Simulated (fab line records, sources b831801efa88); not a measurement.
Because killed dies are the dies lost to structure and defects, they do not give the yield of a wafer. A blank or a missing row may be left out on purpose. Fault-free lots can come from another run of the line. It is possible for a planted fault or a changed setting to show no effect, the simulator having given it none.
Which tool did it?    flow gf180mcu    12 lots, 36 wafers sampled, at 3 steps of a route of 602

## WHAT EACH GAUGE READ, for each wafer
GF_PASSIVATION_THK_MEAS_03. Usual: for PASSIVATION_CVD_02_THK the level is 703 nm and the standard deviation is 9.6.
lot   measured      on             PASSIVATION_CVD_02_THK (nm)  flag
L296  day 28 02:00  film-metro-01  697 701 705                  
L297  day 28 03:01  film-metro-01  703 688 708                  
L303  day 30 13:49  film-metro-01  683 695 709                  
L305  day 30 19:08  film-metro-01  718 709 708                  
L306  day 31 05:31  film-metro-04  703 713 699                  
L307  day 31 11:34  film-metro-01  695 709 704                  
L308  day 31 12:40  film-metro-01  697 713 701                  
L309  day 32 00:40  film-metro-03  693 713 710                  
L311  day 32 10:01  film-metro-03  708 701 703                  
L312  day 32 15:19  film-metro-01  710 704 704                  
L313  day 32 17:55  film-metro-01  698 683 698                  
L318  day 34 00:02  film-metro-01  698 710 718                  

## TOOL THAT RAN EACH LOT (tool first, then ch and the chambers of the sampled wafers, then the start)
lot   GF_V3_ETCH_16                       GF_V5_ETCH_17
L296  rie-diel-03 ch 0,3, day 22 10:06    rie-diel-04 ch 0,2,3, day 28 02:00 or earlier
L297  rie-diel-03 ch 1,2, day 22 12:08    rie-diel-02 ch 0,2,3, day 28 03:01 or earlier
L303  rie-diel-03 ch 1,2,3, day 25 09:10  rie-diel-04 ch 0,1,2, day 30 13:49 or earlier
L305  rie-diel-03 ch 0,3, day 25 16:27    rie-diel-02 ch 0,1,2, day 30 19:08 or earlier
L306  rie-diel-03 ch 1,2,3, day 26 02:25  rie-diel-01 ch 1,2,3, day 31 05:31 or earlier
L307  rie-diel-03 ch 2,3, day 26 09:47    rie-diel-04 ch 0,1,3, day 31 11:34 or earlier
L308  rie-diel-02 ch 0,2,3, day 26 10:46  rie-diel-01 ch 0,2,3, day 31 12:40 or earlier
L309  rie-diel-02 ch 1,2, day 26 22:08    rie-diel-04 ch 0,2, day 32 00:40 or earlier
L311  rie-diel-02 ch 2,3, day 27 09:44    rie-diel-01 ch 1,2,3, day 32 10:01 or earlier
L312  rie-diel-02 ch 1,3, day 27 16:44    rie-diel-02 ch 0,1,3, day 32 15:19 or earlier
L313  rie-diel-04 ch 0,1,3, day 27 18:34  rie-diel-01 ch 0,1,3, day 32 17:55 or earlier
L318  rie-diel-03 ch 0,1,2, day 29 07:53  rie-diel-04 ch 0,1, day 34 00:02 or earlier
- GF_V3_ETCH_16: etches BARC in N2/H2.
- GF_V5_ETCH_17: etches SiO2 in C4F8/O2/Ar, stops on TiN, target depth 855 nm.

## AS READ BY THE TOOLS THEMSELVES (means over the sampled wafers that have a number; for cases with no such wafer, the mark the record gives instead)
GF_V3_ETCH_16. Usual: bias-w 100.0 W, standard deviation 0.31; drypump-motor-current-A 5.8 A, standard deviation 0.37; oes-product-au 0.856 a.u., standard deviation 0.0047; throttle-valve-pct 13.225 %, standard deviation 0.0088.
lot   tool         bias-w (W)  drypump-motor-current-A (A)  oes-product-au (a.u.)  throttle-valve-pct (%)  flag
L296  rie-diel-03  100.1       6.2                          0.857                  13.228                  
L297  rie-diel-03  99.8        5.6                          0.858                  13.219                  
L303  rie-diel-03  100.1       5.9                          0.857                  13.234                  
L305  rie-diel-03  99.8        6.1                          0.852                  13.220                  
L306  rie-diel-03  100.2       5.9                          0.853                  13.220                  
L307  rie-diel-03  99.9        5.7                          0.852                  13.217                  
L308  rie-diel-02  99.9        5.5                          0.856                  13.221                  
L309  rie-diel-02  100.3       5.8                          0.853                  13.226                  
L311  rie-diel-02  99.8        5.4                          0.855                  13.223                  
L312  rie-diel-02  100.0       5.6                          0.856                  13.223                  
L313  rie-diel-04  99.9        6.0                          0.858                  13.233                  
L318  rie-diel-03  99.9        5.8                          0.856                  13.218                  

GF_V5_ETCH_17. Usual: bias-w 1200 W, standard deviation 3.5; oes-product-au 0.860 a.u., standard deviation 0.0046.
lot   tool         bias-w (W)  oes-product-au (a.u.)  flag
L296  rie-diel-04  1202        0.864                  
L297  rie-diel-02  1202        0.860                  
L303  rie-diel-04  1200        0.860                  
L305  rie-diel-02  1201        0.858                  
L306  rie-diel-01  1201        0.854                  
L307  rie-diel-04  1204        0.863                  
L308  rie-diel-01  1199        0.864                  
L309  rie-diel-04  1199        0.861                  
L311  rie-diel-01  1200        0.857                  
L312  rie-diel-02  1204        0.858                  
L313  rie-diel-01  1197        0.860                  
L318  rie-diel-04  1197        0.860                  

## THE ANSWER, worked out from the rows above alone
Rule: a lot is off if the mean of its wafers that have a number lies more than 3 standard deviations from the usual mean. Also off: a lot with no number at a reading for which 4 or more lots have one. Where the step has rows for the other lots, those lots are counted as sound. Order of review: gauges by route order, followed by the tools' own readings, for which a lot's mean as printed above is used. The first step at which some lot is off is used, and at that step the reading that is off furthest; a lot without a number counts as furthest.
No lot is off on any of the readings shown, so nothing can be concluded from this.

## WHAT THE SIMULATOR HAD PUT IN
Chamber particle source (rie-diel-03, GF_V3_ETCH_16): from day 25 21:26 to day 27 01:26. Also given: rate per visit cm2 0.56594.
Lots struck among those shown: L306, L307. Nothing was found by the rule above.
